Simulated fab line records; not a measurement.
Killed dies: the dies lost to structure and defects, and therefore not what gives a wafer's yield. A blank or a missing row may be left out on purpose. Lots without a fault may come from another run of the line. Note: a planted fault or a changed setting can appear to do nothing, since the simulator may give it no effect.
Which of the tools did it? + flow gf180mcu + 39 wafers from 13 lots sampled at 6 of the route's 602 steps

== WHAT EACH GAUGE READ, for each wafer ==
GF_STI_BOW_MEAS_00.
| lot  | measured    | on            | INCOMING_BOW (um) |
|------|-------------|---------------|-------------------|
| L134 | day 1 15:01 | film_metro-01 | 6 -3 -7           |
| L135 | day 1 20:01 | film_metro-02 | -3 -2 1           |
| L137 | day 2 06:01 | film_metro-02 | 6 3 -10           |
| L138 | day 2 11:01 | film_metro-02 | 6 -13 -1          |
| L139 | day 2 16:00 | film_metro-04 | -2 -16 -6         |
| L140 | day 2 21:00 | film_metro-02 | -14 3 -7          |
| L141 | day 3 02:02 | film_metro-01 | -6 12 9           |
| L145 | day 3 22:01 | film_metro-02 | 11 -3 -5          |
| L147 | day 4 08:01 | film_metro-02 | 8 13 -11          |
| L148 | day 4 13:00 | film_metro-04 | 1 2 -11           |
| L149 | day 4 18:00 | film_metro-01 | -3 -13 -6         |
| L152 | day 5 09:01 | film_metro-04 | -10 0 3           |
| L156 | day 6 05:00 | film_metro-04 | 4 3 5             |

GF_STI_CD_MEAS_12 targets a cd of 220 nm.
| lot  | measured    | on        | cd_nm (nm)        |
|------|-------------|-----------|-------------------|
| L134 | day 2 06:14 | cd_sem-02 | 219.7 219.7 220.1 |
| L135 | day 2 12:25 | cd_sem-01 | 220.3 220.1 220.2 |
| L137 | day 2 22:42 | cd_sem-02 | 221.2 220.0 220.5 |
| L138 | day 3 03:24 | cd_sem-01 | 219.6 219.6 220.1 |
| L139 | day 3 07:44 | cd_sem-02 | 217.8 218.3 219.9 |
| L140 | day 3 13:30 | cd_sem-02 | 221.0 222.6 221.4 |
| L141 | day 3 20:46 | cd_sem-02 | 219.9 220.5 221.7 |
| L145 | day 4 15:39 | cd_sem-01 | 218.1 218.3 217.3 |
| L147 | day 5 01:27 | cd_sem-02 | 220.9 220.0 220.3 |
| L148 | day 5 06:08 | cd_sem-02 | 219.6 219.8 219.1 |
| L149 | day 5 11:29 | cd_sem-02 | 220.4 221.9 220.7 |
| L152 | day 6 01:57 | cd_sem-01 | 221.8 221.4 221.0 |
| L156 | day 7 02:59 | cd_sem-02 | 220.8 220.3 220.4 |

GF_MVPSD_TW_MEAS_11.
| lot  | measured     | on            | MVPSD_TW    |
|------|--------------|---------------|-------------|
| L134 | day 5 07:09  | film_metro-03 | 557 559 560 |
| L135 | day 5 13:48  | film_metro-01 | 552 551 553 |
| L137 | day 6 03:56  | film_metro-04 | 553 547 549 |
| L138 | day 6 05:55  | film_metro-01 | 552 550 549 |
| L139 | day 6 11:34  | film_metro-03 | 557 560 560 |
| L140 | day 6 17:41  | film_metro-04 | 546 547 546 |
| L141 | day 7 00:08  | film_metro-03 | 559 560 562 |
| L145 | day 7 22:07  | film_metro-01 | 554 552 552 |
| L147 | day 8 08:58  | film_metro-01 | 550 551 549 |
| L148 | day 8 13:29  | film_metro-03 | 591 591 591 |
| L149 | day 8 20:25  | film_metro-01 | 581 583 587 |
| L152 | day 9 19:42  | film_metro-04 | 550 546 550 |
| L156 | day 11 00:55 | film_metro-03 | 558 559 559 |

GF_VT_IMPLANT_RS_MEAS_46: uses a four-point probe to measure.
| lot  | measured     | on            | MVSD_RS (ohm/sq)  |
|------|--------------|---------------|-------------------|
| L134 | day 7 18:34  | film_metro-03 | 457.4 457.0 455.5 |
| L135 | day 8 01:39  | film_metro-03 | 456.9 458.2 457.2 |
| L137 | day 8 16:38  | film_metro-04 | 457.5 457.7 456.2 |
| L138 | day 8 19:00  | film_metro-03 | 459.0 459.3 458.2 |
| L139 | day 9 00:39  | film_metro-04 | 457.5 456.7 456.1 |
| L140 | day 9 08:47  | film_metro-03 | 457.1 458.1 458.3 |
| L141 | day 9 16:19  | film_metro-01 | 459.3 461.0 458.4 |
| L145 | day 10 17:09 | film_metro-04 | 455.6 456.7 456.4 |
| L147 | day 11 05:24 | film_metro-01 | 458.3 457.5 457.1 |
| L148 | day 11 11:19 | film_metro-04 | 456.6 457.7 456.4 |
| L149 | day 11 19:42 | film_metro-04 | 455.3 455.9 456.4 |
| L152 | day 12 20:20 | film_metro-04 | 457.7 455.8 458.4 |
| L156 | day 14 07:42 | film_metro-03 | 456.8 457.4 456.7 |

GF_VT_IMPLANT_RS_MEAS_49: uses a four-point probe to measure.
| lot  | measured     | on            | MVPSD_RS (ohm/sq)    |
|------|--------------|---------------|----------------------|
| L134 | day 7 18:56  | film_metro-03 | 1170.6 1171.8 1171.5 |
| L135 | day 8 02:01  | film_metro-03 | 1168.9 1169.5 1172.6 |
| L137 | day 8 17:00  | film_metro-04 | 1168.4 1169.9 1169.3 |
| L138 | day 8 19:22  | film_metro-03 | 1172.2 1170.7 1174.1 |
| L139 | day 9 01:01  | film_metro-04 | 1168.7 1166.6 1167.7 |
| L140 | day 9 09:08  | film_metro-03 | 1174.0 1170.5 1180.4 |
| L141 | day 9 16:40  | film_metro-01 | 1173.3 1169.7 1171.2 |
| L145 | day 10 17:31 | film_metro-04 | 1166.5 1169.5 1166.7 |
| L147 | day 11 05:46 | film_metro-01 | 1168.7 1174.4 1175.2 |
| L148 | day 11 11:41 | film_metro-04 | 1041.1 1040.7 1038.9 |
| L149 | day 11 20:04 | film_metro-04 | 1040.5 1039.2 1040.4 |
| L152 | day 12 20:42 | film_metro-04 | 1169.5 1169.4 1167.9 |
| L156 | day 14 08:04 | film_metro-03 | 1173.1 1171.0 1171.7 |

== WHAT TOOL EACH LOT RAN ON (gives the tool, then ch and the chambers of the sampled wafers, and finally the start) ==
| lot  | GF_MVPSD_IMPLANT_08             |
|------|---------------------------------|
| L134 | implanter-04 ch 0, day 5 06:46  |
| L135 | implanter-03 ch 0, day 5 13:25  |
| L137 | implanter-04 ch 0, day 6 03:32  |
| L138 | implanter-02 ch 0, day 6 05:32  |
| L139 | implanter-03 ch 0, day 6 11:10  |
| L140 | implanter-03 ch 0, day 6 17:17  |
| L141 | implanter-02 ch 0, day 6 23:46  |
| L145 | implanter-03 ch 0, day 7 21:44  |
| L147 | implanter-02 ch 0, day 8 08:35  |
| L148 | implanter-03 ch 0, day 8 13:05  |
| L149 | implanter-03 ch 0, day 8 20:01  |
| L152 | implanter-02 ch 0, day 9 19:19  |
| L156 | implanter-02 ch 0, day 11 00:31 |
- GF_MVPSD_IMPLANT_08

== AS READ BY THE TOOLS THEMSELVES (means over the sampled wafers that have a number; for cases with no such wafer, the mark the record gives instead) ==
GF_MVPSD_IMPLANT_08.
| lot  | tool         | beam_on_s (s) | dose_ions_cm2 | faraday_current_uA |
|------|--------------|---------------|---------------|--------------------|
| L134 | implanter-04 | 9.99          | 1.5016e+13    | 84.5               |
| L135 | implanter-03 | 10.14         | 1.5000e+13    | 83.6               |
| L137 | implanter-04 | 9.96          | 1.4999e+13    | 85.1               |
| L138 | implanter-02 | 10.16         | 1.5014e+13    | 83.4               |
| L139 | implanter-03 | 9.94          | 1.4989e+13    | 85.0               |
| L140 | implanter-03 | 9.79          | 1.4999e+13    | 86.4               |
| L141 | implanter-02 | 10.25         | 1.4995e+13    | 82.6               |
| L145 | implanter-03 | 9.87          | 1.4993e+13    | 85.6               |
| L147 | implanter-02 | 10.05         | 1.4979e+13    | 84.2               |
| L148 | implanter-03 | 9.89          | 1.8902e+13    | 107.5              |
| L149 | implanter-03 | 9.88          | 1.8921e+13    | 107.9              |
| L152 | implanter-02 | 10.07         | 1.4983e+13    | 83.9               |
| L156 | implanter-02 | 10.16         | 1.5003e+13    | 83.2               |

== THE ANSWER, worked out from the rows above alone ==
Rule: what is usual is taken from the lots themselves. Put in order of their means at a reading, lots are off if they are a third of the lots or fewer, leave a main group of 4 or more, and stand apart from it by a gap of 3 or more times the standard deviation of the main group's means; of several such gaps the widest counts. The tables above print the reading to a certain number of digits; a main group whose means all agree to those digits is not used. Also off: a lot with no number at a reading for which 4 or more lots have one. The other lots that the step has rows for count as sound. The gauges are gone through in route order, then the tools' own readings, and for those a lot's mean is taken as printed above. The first step at which some lot is off is used, and at that step the reading that is off furthest; a lot without a number counts as furthest.
Off: at GF_MVPSD_TW_MEAS_11 (MVPSD_TW), L148, L149. Main group: mean 553, sd 4.7.
If a tool, at a process step before that reading, ran all the lots that are off and no sound lot after the first of them, it fits. Not tried: the gauges at GF_MVPSD_TW_MEAS_11; whatever is off there is also off at GF_VT_IMPLANT_RS_MEAS_49, on other tools, and gauge error can't account for it. One fits: GF_MVPSD_IMPLANT_08 on implanter-03. Its last sound lot is L145 (day 7 21:44), its first lot that is off L148 (day 8 13:05): a fault that began between those two fits.
The tool's own readings at GF_MVPSD_IMPLANT_08 bear it out: on the lots that are off they differ by more than 5 times the standard deviation of the sound lots' means. dose_ions_cm2 reads 1.8912e+13 there against 1.4997e+13 on the sound lots; faraday_current_uA reads 107.7 there against 84.3 on the sound lots.

== WHAT WAS PUT IN BY THE SIMULATOR ==
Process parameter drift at GF_MVPSD_IMPLANT_08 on implanter-03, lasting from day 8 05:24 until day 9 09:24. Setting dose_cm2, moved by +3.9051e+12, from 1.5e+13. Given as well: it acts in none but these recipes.
Struck lots among those shown: L148, L149. The rule above found the same.
